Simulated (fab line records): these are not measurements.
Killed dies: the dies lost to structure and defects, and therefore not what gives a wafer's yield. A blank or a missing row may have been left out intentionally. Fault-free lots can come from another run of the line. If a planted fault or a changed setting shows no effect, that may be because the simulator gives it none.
fab line records ; flow sky130
record lots=14; wafers=42; last_day=50
route steps=708 shown METAL3@532 PAD_OPEN@708
lots that met no fault: taken from a fault-free run of the same line
start_h: hours from the record's opening day to when the first of the lot's shown wafers began ; wait_h: how many hours have passed since the lot's step before this one ; " repeats the value in the row above ; L1.1+2: several wafers, shown together as one row ; - no value present, or no start provided ; * or withheld: withheld ; < > ~ a bound
route shown NAME@n: a module of which the file shows steps, and the number in the route of the first ; usual: the fault-free wafers' mean and standard deviation ; same: alike in all rows ; chamber/n: place in a boat ; sites: the reading at each site ; _std_site: how widely they spread, as a standard deviation ; _edge_site: outer sites' mean less inner sites' ; radius_mm: how far each site lies from the wafer's centre ; mask NAME#n: copy n ; behind: tool/chamber where the wafer was last shaped ; hold: what put the lot on hold/how long, in hours/how the hold closed ; device: the n, p or np transistor that did not switch ; end of line: at the end of the route, the tests of the same wafers ; a step given without rows: its recipe and nothing more ; killed: count of dies lost to structure and defects at first sort (not the wafer's yield) ; map: the dies of a wafer, with x for killed, . for not killed, _ for no die there
set.NAME: the run value of the setting; set.NAME@STEP: its run value at that earlier step ; model.NAME: the simulator's own value behind a step, which no gauge read
route steps across a sampled set of lots; one table per step, one row per wafer
services: the hour from which a tool's chamber was out of use, counted from the record's first day as start_h (under 0 if before that day), plus the number of hours and why
## steps
# step SKY_METAL3_SPUTTER_00
# recipe material=Ti; target_thk_nm=15; power_w=3000; time_s=10; chamber_pressure_pa=0.4
# usual chamber_pressure_pa=0.3999/0.00083; throttle_valve_pct=29.8/1.3
lot.wafer;tool;chamber;start_h;wait_h;chamber_pressure_pa;throttle_valve_pct
L477.1;pvd_sputter-03;-;836.70;0.1;0.4000;27.9
L477.2;pvd_sputter-03;-;836.70;0.1;0.4000;29.8
L477.6;pvd_sputter-03;-;836.70;0.1;0.3987;27.8
L478.2;pvd_sputter-03;-;848.79;0.1;0.4011;29.9
L478.3;pvd_sputter-03;-;848.79;0.1;0.4000;31.6
L478.6;pvd_sputter-03;-;848.79;0.1;0.4005;31.5
L479.1;pvd_sputter-02;-;860.10;0.2;0.3990;30.3
L479.5;pvd_sputter-02;-;860.10;0.2;0.3999;32.1
L479.6;pvd_sputter-02;-;860.10;0.2;0.3996;30.1
L480.1;pvd_sputter-03;-;861.41;0.2;0.3999;28.0
L480.3;pvd_sputter-03;-;861.41;0.2;0.3998;31.4
L480.5;pvd_sputter-03;-;861.41;0.2;0.4007;30.0
L481.1;pvd_sputter-03;-;869.72;0.1;0.4005;27.9
L481.5;pvd_sputter-03;-;869.72;0.1;0.4009;30.0
L481.6;pvd_sputter-03;-;869.72;0.1;0.3998;28.1
L482.2;pvd_sputter-04;-;878.47;0.2;0.3990;29.1
L482.4;pvd_sputter-04;-;878.47;0.2;0.3999;31.0
L482.6;pvd_sputter-04;-;878.47;0.2;0.4013;29.3
L483.1;pvd_sputter-04;-;919.03;0.1;0.3999;31.0
L483.2;pvd_sputter-04;-;919.03;0.1;0.4000;27.9
L483.4;pvd_sputter-04;-;919.03;0.1;0.4009;29.1
L484.4;pvd_sputter-03;-;923.58;0.1;0.4007;29.8
L484.5;pvd_sputter-03;-;923.58;0.1;0.3992;29.6
L484.6;pvd_sputter-03;-;923.58;0.1;0.3990;31.2
L490.2;pvd_sputter-03;-;943.09;0.1;0.3996;31.5
L490.3;pvd_sputter-03;-;943.09;0.1;0.3999;29.9
L490.6;pvd_sputter-03;-;943.09;0.1;0.3994;30.0
L493.2;pvd_sputter-03;-;962.11;0.1;0.4004;31.1
L493.3;pvd_sputter-03;-;962.11;0.1;0.3999;28.0
L493.5;pvd_sputter-03;-;962.11;0.1;0.4000;31.1
L494.1;pvd_sputter-04;-;1006.18;0.1;0.3996;30.9
L494.3;pvd_sputter-04;-;1006.18;0.1;0.4007;28.0
L494.4;pvd_sputter-04;-;1006.18;0.1;0.3997;29.1
L497.1;pvd_sputter-02;-;1007.60;0.1;0.3999;30.3
L497.2;pvd_sputter-02;-;1007.60;0.1;0.3989;29.3
L497.6;pvd_sputter-02;-;1007.60;0.1;0.3996;30.7
L496.1;pvd_sputter-04;-;1010.81;0.2;0.3995;28.9
L496.2;pvd_sputter-04;-;1010.81;0.2;0.4004;29.1
L496.4;pvd_sputter-04;-;1010.81;0.2;0.4009;27.8
L499.2;pvd_sputter-04;-;1011.10;0.2;0.3994;31.2
L499.4;pvd_sputter-04;-;1011.10;0.2;0.3999;27.9
L499.5;pvd_sputter-04;-;1011.10;0.2;0.4015;28.0
# step SKY_PAD_OPEN_PROBE_99
# usual defect_limited_yield=82.5/2; killed_at_M0_to_M3=44/7.1; killed_at_M4_up=3.1/1.8; killed_at_contacts=24/5.3; killed_at_front_end=15/4.5; killed_at_other=0.2/0.42; killed_dies=86/9.6; killed_on_rim=17/4; killed_open=46/6.9; killed_short=40/6.4; sort_bin_3_pad_short=0.8/0.36; sort_bin_5_function=10.3/1.3; sort_bin_6_memory=6.4/1.2; sort_n_pass=406/9.6; sort_yield_pct=82.5/2
# same gross_dies=492; killed_at_back_side=0; sort_bin_4_leakage[%]=0; sort_bin_8_speed[%]=0
lot.wafer;tool;chamber;start_h;wait_h;defect_limited_yield[%];killed_at_M0_to_M3;killed_at_M4_up;killed_at_contacts;killed_at_front_end;killed_at_other;killed_dies;killed_on_rim;killed_open;killed_short;sort_bin_3_pad_short[%];sort_bin_5_function[%];sort_bin_6_memory[%];sort_n_pass;sort_yield_pct[%]
L477.1;prober-01;-;1067.12;0.1;82.1;45;1;27;15;0;88;11;44;44;0.4;9.8;7.7;404;82.1
L477.2;prober-01;-;1067.17;0.1;85.6;37;3;17;14;0;71;18;30;41;0.8;7.1;6.5;421;85.6
L477.6;prober-01;-;1067.37;0.2;83.9;37;2;23;16;1;79;18;54;25;0.8;9.6;5.7;413;83.9
L478.2;prober-02;-;1072.47;0.1;83.1;37;1;23;22;0;83;19;40;43;0.4;11.8;4.7;409;83.1
L478.3;prober-02;-;1072.52;0.2;82.5;52;2;19;13;0;86;15;53;33;1.0;10.0;6.5;406;82.5
L478.6;prober-02;-;1072.67;0.2;81.7;44;3;29;14;0;90;15;52;38;1.0;12.0;5.3;402;81.7
L479.1;prober-01;-;1083.24;0.1;81.5;53;3;23;11;1;91;14;48;43;0.8;10.8;6.9;401;81.5
L479.5;prober-01;-;1083.44;0.2;80.1;52;5;27;14;0;98;15;57;41;1.4;12.8;5.7;394;80.1
L479.6;prober-01;-;1083.49;0.2;82.3;42;3;17;25;0;87;19;56;31;0.6;10.2;6.9;405;82.3
L480.1;prober-02;-;1085.43;0.1;81.1;46;5;30;12;0;93;20;55;38;0.6;11.2;7.1;399;81.1
L480.3;prober-02;-;1085.53;0.2;80.5;51;7;24;14;0;96;22;52;44;1.0;11.0;7.5;396;80.5
L480.5;prober-02;-;1085.63;0.2;84.3;42;5;19;11;0;77;11;48;29;0;9.1;6.5;415;84.3
L481.1;prober-01;-;1089.62;0.1;84.6;40;6;17;13;0;76;15;44;32;0.8;8.5;6.1;416;84.6
L481.5;prober-01;-;1089.82;0.2;84.6;34;2;22;17;1;76;15;41;35;1.2;9.1;5.1;416;84.6
L481.6;prober-01;-;1089.87;0.2;81.5;43;4;29;15;0;91;19;45;46;0.4;12.0;6.1;401;81.5
L482.2;prober-02;-;1097.88;0.1;84.3;39;4;23;11;0;77;13;40;37;0.2;9.1;6.3;415;84.3
L482.4;prober-02;-;1097.98;0.2;82.1;40;3;32;13;0;88;18;46;42;0.8;11.6;5.5;404;82.1
L482.6;prober-02;-;1098.08;0.2;83.7;42;4;24;10;0;80;13;40;40;0.8;10.6;4.9;412;83.7
L483.1;prober-01;-;1130.51;0.1;82.5;34;8;31;13;0;86;17;45;41;1.0;10.2;6.3;406;82.5
L483.2;prober-01;-;1130.56;0.1;80.3;59;6;18;14;0;97;17;51;46;1.2;11.6;6.9;395;80.3
L483.4;prober-01;-;1130.66;0.2;81.5;37;6;29;18;1;91;14;43;48;1.2;11.6;5.7;401;81.5
L484.4;prober-02;-;1133.93;0.2;81.3;38;6;29;19;0;92;17;57;35;0.6;11.2;6.9;400;81.3
L484.5;prober-02;-;1133.98;0.2;81.9;42;2;20;24;1;89;14;42;47;1.0;10.2;6.9;403;81.9
L484.6;prober-02;-;1134.03;0.2;84.3;34;0;23;20;0;77;18;44;33;0.4;9.3;5.9;415;84.3
L490.2;prober-01;-;1148.88;0.1;74.2;88;1;23;15;0;127;15;51;32;2.4;15.2;8.1;365;74.2
L490.3;prober-01;-;1148.93;0.2;86.0;35;2;18;14;0;69;19;33;36;0.8;7.5;5.7;423;86.0
L490.6;prober-01;-;1149.08;0.2;86.4;27;4;15;21;0;67;12;42;25;0;9.3;4.3;425;86.4
L493.2;prober-01;-;1161.52;0.1;71.5;93;4;21;21;1;140;25;45;45;3.7;16.5;8.3;352;71.5
L493.3;prober-01;-;1161.57;0.2;80.9;49;6;20;19;0;94;14;52;42;0.8;10.8;7.5;398;80.9
L493.5;prober-01;-;1161.67;0.2;71.5;93;4;26;17;0;140;18;41;51;2.8;18.5;7.1;352;71.5
L494.1;prober-01;-;1194.30;0.1;81.3;60;2;17;13;0;92;21;47;45;0.8;10.4;7.5;400;81.3
L494.3;prober-01;-;1194.40;0.2;81.5;44;2;22;23;0;91;15;52;39;0.8;11.2;6.5;401;81.5
L494.4;prober-01;-;1194.45;0.2;82.7;44;2;19;20;0;85;16;45;40;0.4;10.6;6.3;407;82.7
L497.1;prober-02;-;1195.02;0.1;80.7;39;7;29;20;0;95;20;53;42;0.6;11.4;7.3;397;80.7
L497.2;prober-02;-;1195.07;0.1;82.3;42;6;24;14;1;87;17;52;35;1.0;9.8;6.9;405;82.3
L497.6;prober-02;-;1195.27;0.2;83.1;39;2;29;13;0;83;16;40;43;1.0;10.2;5.7;409;83.1
L499.2;prober-02;-;1196.97;0.1;81.7;51;2;25;12;0;90;22;50;40;0.8;11.0;6.5;402;81.7
L499.4;prober-02;-;1197.07;0.2;85.4;37;3;15;17;0;72;18;35;37;0.8;7.7;6.1;420;85.4
L499.5;prober-02;-;1197.12;0.2;81.7;47;3;21;19;0;90;19;51;39;0.8;12.0;5.5;402;81.7
L496.1;prober-01;-;1198.33;0.1;81.1;56;1;25;11;0;93;21;53;40;1.2;11.0;6.7;399;81.1
L496.2;prober-01;-;1198.38;0.1;85.6;37;2;22;10;0;71;13;45;26;0.4;10.0;4.1;421;85.6
L496.4;prober-01;-;1198.48;0.2;83.9;36;2;24;17;0;79;19;38;41;1.0;10.6;4.5;413;83.9
# killed by level:class
L477.1 CONTACT:geometric_particle:open=12 VIA1:geometric_particle:short=9 METAL1:geometric_particle:short=7 LI_CONTACT:geometric_particle:open=6 CONTACT:geometric_particle:short=6 VIA1:geometric_particle:open=6 METAL2:geometric_particle:short=6 FIELD_ISO:geometric_particle:open=5
L477.2 CONTACT:geometric_particle:open=7 VIA2:geometric_particle:short=7 VIA1:geometric_particle:open=6 CONTACT:geometric_particle:short=5 METAL3:geometric_particle:short=5 FIELD_ISO:geometric_particle:open=4 METAL2:geometric_particle:short=4 VIA3:geometric_particle:open=4
L477.6 LI_CONTACT:geometric_particle:open=10 FIELD_ISO:geometric_particle:open=8 CONTACT:geometric_particle:open=7 VIA1:geometric_particle:open=7 VIA2:geometric_particle:open=7 METAL2:geometric_particle:short=5 VIA3:geometric_particle:open=5 POLY_GATE:geometric_particle:open=4
L478.2 VIA1:geometric_particle:open=10 LI_CONTACT:geometric_particle:open=8 VIA2:geometric_particle:open=7 POLY_GATE:geometric_particle:short=6 LOCAL_INTERCONNECT:geometric_particle:short=6 FIELD_ISO:geometric_particle:short=5 FIELD_ISO:geometric_particle:open=4 CONTACT:geometric_particle:short=4
L478.3 VIA1:geometric_particle:open=15 VIA3:geometric_particle:open=10 FIELD_ISO:geometric_particle:short=7 LI_CONTACT:geometric_particle:open=7 CONTACT:geometric_particle:open=7 VIA2:geometric_particle:open=7 METAL1:geometric_particle:short=6 VIA1:geometric_particle:short=4
L478.6 VIA1:geometric_particle:open=11 LI_CONTACT:geometric_particle:open=10 CONTACT:geometric_particle:open=7 METAL1:geometric_particle:short=6 VIA3:geometric_particle:open=6 CONTACT:geometric_particle:short=5 VIA1:geometric_particle:short=5 VIA2:geometric_particle:open=5
L479.1 VIA1:geometric_particle:open=18 LI_CONTACT:geometric_particle:open=10 VIA1:geometric_particle:short=7 METAL2:geometric_particle:short=7 CONTACT:geometric_particle:open=6 VIA2:geometric_particle:short=5 VIA3:geometric_particle:short=4 FIELD_ISO:geometric_particle:short=3
L479.5 VIA1:geometric_particle:open=14 LI_CONTACT:geometric_particle:open=11 CONTACT:geometric_particle:open=11 METAL1:geometric_particle:short=9 VIA1:geometric_particle:short=8 VIA3:geometric_particle:open=7 VIA2:geometric_particle:open=5 METAL2:geometric_particle:short=4
L479.6 VIA1:geometric_particle:open=11 LI_CONTACT:geometric_particle:open=9 VIA2:geometric_particle:open=8 POLY_GATE:geometric_particle:open=6 FIELD_ISO:geometric_particle:open=5 POLY_GATE:geometric_particle:short=4 VIA1:geometric_particle:short=4 METAL3:geometric_particle:short=4
L480.1 CONTACT:geometric_particle:open=16 VIA1:geometric_particle:open=10 LI_CONTACT:geometric_particle:open=8 METAL1:geometric_particle:short=7 VIA3:geometric_particle:open=6 VIA2:geometric_particle:short=5 METAL2:geometric_particle:short=4 POLY_GATE:geometric_particle:short=3
L480.3 LI_CONTACT:geometric_particle:open=11 VIA1:geometric_particle:open=10 VIA3:geometric_particle:open=8 VIA2:geometric_particle:open=7 LOCAL_INTERCONNECT:geometric_particle:short=6 VIA2:geometric_particle:short=6 METAL1:geometric_particle:short=5 METAL2:geometric_particle:short=5
L480.5 VIA1:geometric_particle:open=13 CONTACT:geometric_particle:open=9 VIA3:geometric_particle:short=7 VIA3:geometric_particle:open=6 LI_CONTACT:geometric_particle:open=6 METAL2:geometric_particle:short=5 VIA2:geometric_particle:open=3 VIA1:geometric_particle:short=3
L481.1 VIA1:geometric_particle:open=8 LI_CONTACT:geometric_particle:open=7 FIELD_ISO:geometric_particle:open=6 POLY_GATE:geometric_particle:short=6 VIA2:geometric_particle:open=6 METAL3:geometric_particle:short=5 CONTACT:geometric_particle:open=5 METAL2:geometric_particle:short=4
L481.5 CONTACT:geometric_particle:open=10 POLY_GATE:geometric_particle:short=7 VIA1:geometric_particle:open=7 VIA3:geometric_particle:open=7 METAL2:geometric_particle:short=6 CONTACT:geometric_particle:short=5 VIA2:geometric_particle:open=4 FIELD_ISO:geometric_particle:short=3
L481.6 CONTACT:geometric_particle:open=10 VIA1:geometric_particle:open=10 VIA1:geometric_particle:short=8 VIA2:geometric_particle:short=7 POLY_GATE:geometric_particle:short=6 LI_CONTACT:geometric_particle:open=6 CONTACT:geometric_particle:short=6 LI_CONTACT:geometric_particle:short=4
L482.2 CONTACT:geometric_particle:open=8 VIA3:geometric_particle:open=7 METAL1:geometric_particle:short=5 VIA1:geometric_particle:open=5 VIA2:geometric_particle:short=5 SPACER:geometric_particle:open=4 LI_CONTACT:geometric_particle:open=4 LI_CONTACT:geometric_particle:short=4
L482.4 CONTACT:geometric_particle:open=10 CONTACT:geometric_particle:short=9 VIA3:geometric_particle:open=9 VIA1:geometric_particle:open=9 LI_CONTACT:geometric_particle:open=7 METAL2:geometric_particle:short=4 VIA2:geometric_particle:short=4 VIA2:geometric_particle:open=4
L482.6 VIA1:geometric_particle:open=10 LI_CONTACT:geometric_particle:open=7 VIA3:geometric_particle:open=5 CONTACT:geometric_particle:short=5 LOCAL_INTERCONNECT:geometric_particle:short=5 CONTACT:geometric_particle:open=5 VIA1:geometric_particle:short=5 VIA2:geometric_particle:short=4
L483.1 CONTACT:geometric_particle:open=11 LI_CONTACT:geometric_particle:open=7 METAL4:geometric_particle:short=7 LOCAL_INTERCONNECT:geometric_particle:short=6 VIA1:geometric_particle:open=6 METAL1:geometric_particle:short=5 VIA3:geometric_particle:open=5 POLY_GATE:geometric_particle:open=4
L483.2 VIA1:geometric_particle:open=12 CONTACT:geometric_particle:open=11 METAL2:geometric_particle:short=9 VIA3:geometric_particle:open=9 VIA2:geometric_particle:open=8 FIELD_ISO:geometric_particle:short=6 VIA1:geometric_particle:short=6 METAL1:geometric_particle:short=5
L483.4 CONTACT:geometric_particle:open=12 VIA1:geometric_particle:open=10 VIA1:geometric_particle:short=8 POLY_GATE:geometric_particle:short=7 LI_CONTACT:geometric_particle:open=5 METAL2:geometric_particle:short=5 FIELD_ISO:geometric_particle:short=4 LI_CONTACT:geometric_particle:short=4
L484.4 CONTACT:geometric_particle:open=12 LI_CONTACT:geometric_particle:open=11 POLY_GATE:geometric_particle:short=9 VIA3:geometric_particle:open=8 VIA1:geometric_particle:open=7 FIELD_ISO:geometric_particle:open=6 METAL1:geometric_particle:short=5 VIA2:geometric_particle:open=5
L484.5 VIA1:geometric_particle:open=8 LI_CONTACT:geometric_particle:open=7 POLY_GATE:geometric_particle:short=6 POLY_GATE:geometric_particle:open=6 VIA1:geometric_particle:short=6 CONTACT:geometric_particle:short=5 VIA3:geometric_particle:open=5 VIA2:geometric_particle:open=5
L484.6 LI_CONTACT:geometric_particle:open=7 FIELD_ISO:geometric_particle:open=6 VIA3:geometric_particle:open=6 CONTACT:geometric_particle:open=6 VIA1:geometric_particle:open=6 CONTACT:geometric_particle:short=5 POLY_GATE:geometric_particle:short=4 POLY_GATE:geometric_particle:open=4
L490.2 METAL3:unspecified=44 VIA1:geometric_particle:open=13 CONTACT:geometric_particle:open=9 LI_CONTACT:geometric_particle:open=8 VIA2:geometric_particle:open=7 VIA1:geometric_particle:short=6 METAL2:geometric_particle:short=6 FIELD_ISO:geometric_particle:open=5
L490.3 LI_CONTACT:geometric_particle:open=8 VIA1:geometric_particle:short=7 FIELD_ISO:geometric_particle:short=5 VIA1:geometric_particle:open=5 VIA2:geometric_particle:open=5 VIA2:geometric_particle:short=5 FIELD_ISO:geometric_particle:open=4 METAL2:geometric_particle:short=4
L490.6 VIA1:geometric_particle:open=8 LI_CONTACT:geometric_particle:open=6 FIELD_ISO:geometric_particle:open=5 POLY_GATE:geometric_particle:open=5 POLY_GATE:geometric_particle:short=5 CONTACT:geometric_particle:open=5 METAL2:geometric_particle:short=4 VIA2:geometric_particle:open=4
L493.2 METAL3:unspecified=50 VIA3:geometric_particle:open=9 FIELD_ISO:geometric_particle:open=8 VIA1:geometric_particle:open=7 CONTACT:geometric_particle:open=6 LI_CONTACT:geometric_particle:open=5 LOCAL_INTERCONNECT:geometric_particle:short=5 METAL1:geometric_particle:short=5
L493.3 LI_CONTACT:geometric_particle:open=9 VIA1:geometric_particle:short=9 VIA2:geometric_particle:open=9 VIA3:geometric_particle:open=9 CONTACT:geometric_particle:open=7 METAL1:geometric_particle:short=6 VIA1:geometric_particle:open=6 POLY_GATE:geometric_particle:short=5
L493.5 METAL3:unspecified=48 VIA1:geometric_particle:short=11 CONTACT:geometric_particle:open=10 VIA1:geometric_particle:open=6 CONTACT:geometric_particle:short=6 FIELD_ISO:geometric_particle:open=5 LI_CONTACT:geometric_particle:open=5 METAL2:geometric_particle:short=5
L494.1 VIA1:geometric_particle:open=17 METAL2:geometric_particle:short=8 VIA2:geometric_particle:open=8 CONTACT:geometric_particle:open=7 METAL1:geometric_particle:short=7 VIA1:geometric_particle:short=5 FIELD_ISO:geometric_particle:short=4 LOCAL_INTERCONNECT:geometric_particle:short=4
L494.3 VIA1:geometric_particle:open=9 VIA3:geometric_particle:open=8 VIA2:geometric_particle:open=7 LI_CONTACT:geometric_particle:open=6 CONTACT:geometric_particle:open=6 FIELD_ISO:geometric_particle:short=5 POLY_GATE:geometric_particle:open=5 POLY_GATE:geometric_particle:short=5
L494.4 VIA1:geometric_particle:open=13 CONTACT:geometric_particle:open=7 FIELD_ISO:geometric_particle:short=6 METAL1:geometric_particle:short=6 CONTACT:geometric_particle:short=5 VIA1:geometric_particle:short=5 VIA2:geometric_particle:open=5 POLY_GATE:geometric_particle:open=4
L497.1 CONTACT:geometric_particle:open=10 FIELD_ISO:geometric_particle:open=8 VIA3:geometric_particle:open=8 METAL1:geometric_particle:short=7 VIA1:geometric_particle:open=7 LI_CONTACT:geometric_particle:open=6 METAL4:geometric_particle:short=6 FIELD_ISO:geometric_particle:short=5
L497.2 LI_CONTACT:geometric_particle:open=9 VIA1:geometric_particle:open=9 CONTACT:geometric_particle:open=8 METAL1:geometric_particle:short=7 VIA2:geometric_particle:open=6 METAL2:geometric_particle:short=5 VIA2:geometric_particle:short=5 VIA3:geometric_particle:open=5
L497.6 CONTACT:geometric_particle:open=10 LI_CONTACT:geometric_particle:open=9 VIA1:geometric_particle:open=7 METAL2:geometric_particle:short=7 METAL1:geometric_particle:short=6 POLY_GATE:geometric_particle:short=5 VIA2:geometric_particle:open=5 LI_CONTACT:geometric_particle:short=4
L499.2 CONTACT:geometric_particle:open=10 VIA1:geometric_particle:open=9 METAL1:geometric_particle:short=8 VIA3:geometric_particle:open=8 VIA1:geometric_particle:short=7 LI_CONTACT:geometric_particle:open=6 VIA2:geometric_particle:open=6 VIA3:geometric_particle:short=5
L499.4 FIELD_ISO:geometric_particle:short=7 VIA1:geometric_particle:open=7 VIA2:geometric_particle:open=6 LI_CONTACT:geometric_particle:open=6 CONTACT:geometric_particle:open=4 METAL1:geometric_particle:short=4 VIA3:geometric_particle:open=4 VIA3:geometric_particle:short=4
L499.5 FIELD_ISO:geometric_particle:open=9 CONTACT:geometric_particle:open=9 VIA2:geometric_particle:open=9 VIA1:geometric_particle:open=8 METAL1:geometric_particle:short=7 LI_CONTACT:geometric_particle:open=6 VIA1:geometric_particle:short=5 POLY_GATE:geometric_particle:short=4
L496.1 VIA1:geometric_particle:open=13 VIA1:geometric_particle:short=9 LI_CONTACT:geometric_particle:open=8 VIA3:geometric_particle:open=8 VIA2:geometric_particle:open=7 CONTACT:geometric_particle:open=6 METAL1:geometric_particle:short=5 VIA3:geometric_particle:short=5
L496.2 VIA1:geometric_particle:open=15 LI_CONTACT:geometric_particle:open=9 CONTACT:geometric_particle:open=6 FIELD_ISO:geometric_particle:short=5 VIA3:geometric_particle:open=5 METAL1:geometric_particle:short=5 LOCAL_INTERCONNECT:geometric_particle:short=4 VIA1:geometric_particle:short=3
L496.4 CONTACT:geometric_particle:open=10 FIELD_ISO:geometric_particle:short=6 VIA3:geometric_particle:open=6 LI_CONTACT:geometric_particle:open=5 METAL1:geometric_particle:short=5 METAL2:geometric_particle:short=5 VIA2:geometric_particle:short=5 POLY_GATE:geometric_particle:open=4
## services
tool;chamber;start_h;hours;kind
pvd_sputter-02;1;854.19;-;consumable_replace:kit
pvd_sputter-02;1;854.19;18.0;scheduled_down
pvd_sputter-02;1;854.19;18.0;vent_cycle
pvd_sputter-04;1;878.62;-;consumable_replace:kit
pvd_sputter-04;1;878.62;18.0;scheduled_down
pvd_sputter-04;1;878.62;18.0;vent_cycle
pvd_sputter-02;-;890.07;5.1;repair
pvd_sputter-04;-;930.91;3.5;repair
pvd_sputter-03;0;934.41;-;consumable_replace:kit
pvd_sputter-03;0;934.41;18.0;scheduled_down
pvd_sputter-03;0;934.41;18.0;vent_cycle
pvd_sputter-04;-;941.33;2.2;repair
pvd_sputter-04;-;946.90;5.9;repair
pvd_sputter-02;0;996.53;-;consumable_replace:kit
pvd_sputter-02;0;996.53;18.0;scheduled_down
pvd_sputter-02;0;996.53;18.0;vent_cycle
pvd_sputter-02;-;1003.35;1.8;repair
## key
first_sign step=SKY_PAD_OPEN_PROBE_99; reading=killed_at_M0_to_M3; direction=up; sigmas=6.6; usual=44; struck=91
effect step=SKY_PAD_OPEN_PROBE_99; reading=sort_bin_3_pad_short; direction=up; sigmas=5.9; usual=0.8; struck=3.0
met_at SKY_METAL3_SPUTTER_00
struck_lots L490,L493
struck_wafers L490.2,L493.2,L493.5
onset_between 923.58 943.09
fault kind=chamber_particle_source; tool=pvd_sputter-03; chamber=-; onset_h=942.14; steps=SKY_METAL3_SPUTTER_00; rate_per_visit_cm2=0.62429; end_h=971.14; scope=struck_wafers_only
